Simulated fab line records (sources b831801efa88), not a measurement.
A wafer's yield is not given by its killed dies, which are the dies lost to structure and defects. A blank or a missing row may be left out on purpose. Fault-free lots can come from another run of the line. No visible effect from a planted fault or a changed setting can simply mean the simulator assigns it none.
Which tool did it? | flow sky130 | 11 lots with 33 wafers sampled at 5 steps, on a route of 708 steps

WHAT THE GAUGES READ, wafer by wafer
Not one reading of a measure or inspect step in the record can be checked against a usual standard deviation.

TOOL THAT RAN EACH LOT (tool first, then ch and the chambers of the sampled wafers, then the start)
lot  | SKY_FIELD_ISO_ETCH_15             | SKY_FIELD_ISO_STRIP_16              | SKY_FIELD_ISO_ETCH_17           | SKY_NWELL_RTA_28                 | SKY_PAD_OPEN_PROBE_99
L827 | rie-diel-04 ch 1,3, day 2 17:26   | plasma-asher-02 ch 0, day 2 17:30   | rie-si-02 ch 1,2, day 2 17:36   | rtp-anneal-01 ch 0, day 5 22:52  | prober-02, day 46 21:00
L828 | rie-diel-04 ch 0,3, day 3 00:02   | plasma-asher-01 ch 0,1, day 3 00:06 | rie-si-02 ch 0,3, day 3 00:12   | rtp-anneal-02 ch 0, day 6 07:16  | prober-01, day 47 09:10
L832 | rie-diel-01 ch 0,2, day 3 17:35   | plasma-asher-04 ch 0,1, day 3 17:41 | rie-si-01 ch 0,2,3, day 3 17:45 | rtp-anneal-02 ch 0, day 7 02:04  | prober-01, day 48 04:31
L833 | rie-diel-03 ch 0,2,3, day 3 23:40 | plasma-asher-01 ch 0, day 3 23:43   | rie-si-01 ch 1,3, day 3 23:49   | rtp-anneal-02 ch 0, day 7 13:22  | prober-02, day 48 08:26
L836 | rie-diel-03 ch 2,3, day 4 14:07   | plasma-asher-04 ch 0,1, day 4 14:10 | rie-si-02 ch 2,3, day 4 14:16   | rtp-anneal-02 ch 0, day 8 08:35  | prober-01, day 49 03:34
L838 | rie-diel-04 ch 0,2,3, day 4 23:14 | plasma-asher-02 ch 0,1, day 4 23:18 | rie-si-01 ch 1,3, day 4 23:24   | rtp-anneal-02 ch 0, day 8 15:05  | prober-01, day 49 10:25
L841 | rie-diel-04 ch 0,2,3, day 5 18:22 | plasma-asher-01 ch 1, day 5 18:25   | rie-si-01 ch 0,1,3, day 5 18:31 | rtp-anneal-02 ch 0, day 9 10:33  | prober-02, day 50 00:18
L842 | rie-diel-01 ch 0,2, day 5 23:13   | plasma-asher-02 ch 0,1, day 5 23:16 | rie-si-02 ch 0,2,3, day 5 23:22 | rtp-anneal-01 ch 0, day 9 15:17  | prober-01, day 50 08:12
L846 | rie-diel-03 ch 0,1,2, day 6 17:41 | plasma-asher-02 ch 0,1, day 6 17:45 | rie-si-02 ch 0,2,3, day 6 17:51 | -                                | prober-01, day 51 00:48
L847 | rie-diel-04 ch 0,1,3, day 6 23:13 | plasma-asher-01 ch 0,1, day 6 23:16 | rie-si-02 ch 0,3, day 6 23:22   | -                                | prober-02, day 51 06:23
L848 | rie-diel-03 ch 0,1, day 7 03:05   | plasma-asher-04 ch 0,1, day 7 03:09 | rie-si-01 ch 1,2,3, day 7 03:15 | rtp-anneal-01 ch 0, day 11 01:57 | prober-01, day 51 07:57
- SKY_FIELD_ISO_ETCH_15: etches the open film in CHF3/O2, stops on Si, target depth 180 nm, time 72 s.
- SKY_FIELD_ISO_STRIP_16: strips in O2/N2.
- SKY_FIELD_ISO_ETCH_17: etches Si in HBr/Cl2/O2, target depth 342 nm, time 97.7 s.
- SKY_NWELL_RTA_28: time 30 s.
- SKY_PAD_OPEN_PROBE_99

WHAT THE TOOLS THEMSELVES READ (means of the sampled wafers that have a number; where no wafer has one, the mark that the record gives instead)
SKY_FIELD_ISO_ETCH_15. Usual: O2_flow_sccm 5.000 sccm, standard deviation 0.014; bias-w 199.9 W, standard deviation 0.64; drypump-motor-current-A 5.7 A, standard deviation 0.46; oes-product-au 0.949 a.u., standard deviation 0.0071; throttle-valve-pct 8.845 %, standard deviation 0.0093.
lot  | tool        | O2_flow_sccm (sccm) | bias-w (W) | drypump-motor-current-A (A) | oes-product-au (a.u.) | throttle-valve-pct (%) | flag
L827 | rie-diel-04 | 4.993               | 200.0      | 6.2                         | 0.947                 | 8.839                  |
L828 | rie-diel-04 | 4.993               | 199.0      | 5.7                         | 0.947                 | 8.848                  |
L832 | rie-diel-01 | 5.005               | 199.7      | 6.0                         | 0.956                 | 8.847                  |
L833 | rie-diel-03 | 5.009               | 199.5      | 5.4                         | 0.958                 | 8.849                  |
L836 | rie-diel-03 | 5.016               | 200.3      | 5.0                         | 0.954                 | 8.847                  |
L838 | rie-diel-04 | 4.986               | 200.6      | 5.9                         | 0.948                 | 8.848                  |
L841 | rie-diel-04 | 5.006               | 200.8      | 5.9                         | 0.945                 | 8.841                  |
L842 | rie-diel-01 | 4.988               | 199.1      | 6.0                         | 0.942                 | 8.841                  |
L846 | rie-diel-03 | -                   | -          | -                           | -                     | -                      | OFF
L847 | rie-diel-04 | -                   | -          | -                           | -                     | -                      | OFF
L848 | rie-diel-03 | 4.987               | 199.6      | 5.6                         | 0.942                 | 8.840                  |

SKY_FIELD_ISO_STRIP_16. Usual: drypump-motor-current-A 5.79 A, standard deviation 0.29; oes-product-au 0.379 a.u., standard deviation 0.0051; strip-time-to-endpoint-s 3.57 s, standard deviation 0.054.
lot  | tool            | drypump-motor-current-A (A) | oes-product-au (a.u.) | strip-time-to-endpoint-s (s) | flag
L827 | plasma-asher-02 | 5.62                        | 0.376                 | 3.50                         |
L828 | plasma-asher-01 | 5.73                        | 0.378                 | 3.54                         |
L832 | plasma-asher-04 | 5.76                        | 0.376                 | 3.52                         |
L833 | plasma-asher-01 | 6.35                        | 0.385                 | 3.62                         |
L836 | plasma-asher-04 | 5.86                        | 0.378                 | 3.59                         |
L838 | plasma-asher-02 | 5.72                        | 0.381                 | 3.58                         |
L841 | plasma-asher-01 | 5.41                        | 0.380                 | 3.55                         |
L842 | plasma-asher-02 | 5.70                        | 0.381                 | 3.55                         |
L846 | plasma-asher-02 | 5.73                        | 0.450                 | 5.26                         | OFF
L847 | plasma-asher-01 | 6.03                        | 0.446                 | 5.19                         | OFF
L848 | plasma-asher-04 | 5.79                        | 0.384                 | 3.67                         |

SKY_FIELD_ISO_ETCH_17. Usual: HBr_flow_sccm 150.0 sccm, standard deviation 0.47; O2_flow_sccm 6.001 sccm, standard deviation 0.019; drypump-motor-current-A 5.81 A, standard deviation 0.3; oes-product-au 0.996 a.u., standard deviation 0.02; throttle-valve-pct 25.660 %, standard deviation 0.016.
lot  | tool      | HBr_flow_sccm (sccm) | O2_flow_sccm (sccm) | drypump-motor-current-A (A) | oes-product-au (a.u.) | throttle-valve-pct (%) | flag
L827 | rie-si-02 | 150.4                | 5.992               | 5.43                        | 1.017                 | 25.648                 |
L828 | rie-si-02 | 150.3                | 6.037               | 6.03                        | 0.991                 | 25.659                 |
L832 | rie-si-01 | 150.3                | 6.011               | 5.94                        | 0.992                 | 25.656                 |
L833 | rie-si-01 | 150.1                | 5.996               | 5.88                        | 0.979                 | 25.667                 |
L836 | rie-si-02 | 150.5                | 6.001               | 5.81                        | 1.003                 | 25.663                 |
L838 | rie-si-01 | 150.0                | 6.010               | 5.86                        | 0.969                 | 25.676                 |
L841 | rie-si-01 | 149.7                | 6.015               | 5.75                        | 0.985                 | 25.662                 |
L842 | rie-si-02 | 150.4                | 5.994               | 5.91                        | 1.005                 | 25.659                 |
L846 | rie-si-02 | 150.0                | 6.005               | 5.92                        | 0.997                 | 25.657                 |
L847 | rie-si-02 | 150.8                | 6.010               | 6.02                        | 0.991                 | 25.665                 |
L848 | rie-si-01 | 149.7                | 6.019               | 5.95                        | 0.980                 | 25.668                 |

SKY_NWELL_RTA_28. Usual: lamp-power-pct 25.31 %, standard deviation 0.053; wafer_temp_C_max 1054.7, standard deviation 0.84.
lot  | tool          | lamp-power-pct (%) | wafer_temp_C_max | flag
L827 | rtp-anneal-01 | 25.32              | 1055.2           |
L828 | rtp-anneal-02 | 25.34              | 1054.4           |
L832 | rtp-anneal-02 | 25.29              | 1054.9           |
L833 | rtp-anneal-02 | 25.30              | 1055.4           |
L836 | rtp-anneal-02 | 25.36              | 1053.8           |
L838 | rtp-anneal-02 | 25.29              | 1054.7           |
L841 | rtp-anneal-02 | 25.35              | 1055.1           |
L842 | rtp-anneal-01 | 25.33              | 1055.0           |
L848 | rtp-anneal-01 | 25.34              | 1054.4           |

SKY_PAD_OPEN_PROBE_99. Usual: killed_at_M0_to_M3 43, standard deviation 7.5; killed_at_M4_up 3.2, standard deviation 1.9; killed-at-contacts 24, standard deviation 4.9; killed-at-front-end 15, standard deviation 4.3; killed-at-other 0.4, standard deviation 0.72; killed-dies 86, standard deviation 9.1; killed-on-rim 17, standard deviation 3.8; killed-open 47, standard deviation 6.5; killed-short 39, standard deviation 6.5.
lot  | tool      | killed_at_M0_to_M3 | killed_at_M4_up | killed-at-contacts | killed-at-front-end | killed-at-other | killed-dies | killed-on-rim | killed-open | killed-short | flag
L827 | prober-02 | 36                 | 2.3             | 22                 | 17                  | 0.3             | 77          | 16            | 38          | 38           |
L828 | prober-01 | 40                 | 3.7             | 25                 | 20                  | 0.0             | 89          | 17            | 49          | 40           |
L832 | prober-01 | 47                 | 2.7             | 23                 | 23                  | 0.7             | 97          | 18            | 46          | 49           |
L833 | prober-02 | 34                 | 2.3             | 28                 | 13                  | 0.0             | 78          | 17            | 39          | 39           |
L836 | prober-01 | 43                 | 3.7             | 19                 | 13                  | 0.3             | 79          | 18            | 47          | 31           |
L838 | prober-01 | 48                 | 4.3             | 26                 | 15                  | 0.0             | 94          | 17            | 59          | 35           |
L841 | prober-02 | 39                 | 0.7             | 25                 | 19                  | 0.0             | 84          | 18            | 44          | 40           |
L842 | prober-01 | 34                 | 1.7             | 26                 | 13                  | 0.0             | 74          | 17            | 38          | 35           |
L846 | prober-01 | 51                 | 4.7             | 24                 | 412                 | 0.0             | 492         | 96            | 51          | 41           | OFF
L847 | prober-02 | 36                 | 4.0             | 24                 | 426                 | 1.3             | 492         | 96            | 42          | 36           | OFF
L848 | prober-01 | 49                 | 1.3             | 28                 | 12                  | 0.7             | 91          | 17            | 50          | 41           |

THE ANSWER, worked out from the rows above alone
Rule: take the mean of a lot's wafers that have a number; if it is more than 3 standard deviations from the usual mean, the lot is off. Also off: a lot with no number at a reading for which 4 or more lots have one. Any other lot the step has rows for is counted as sound. The gauges are gone through in route order, then the tools' own readings, and for those a lot's mean is taken as printed above. The first step at which some lot is off is used, and at that step the reading that is off furthest; a lot without a number counts as furthest.
Off: L846, L847, at SKY_FIELD_ISO_ETCH_15 (O2_flow_sccm). Without a number there: L846, L847.
If a tool, at that step or one of the process steps before it, ran each lot that is off and ran no sound lot following the first of them, it fits. Of those tried, none fits.

WHAT THE SIMULATOR HAD PUT IN
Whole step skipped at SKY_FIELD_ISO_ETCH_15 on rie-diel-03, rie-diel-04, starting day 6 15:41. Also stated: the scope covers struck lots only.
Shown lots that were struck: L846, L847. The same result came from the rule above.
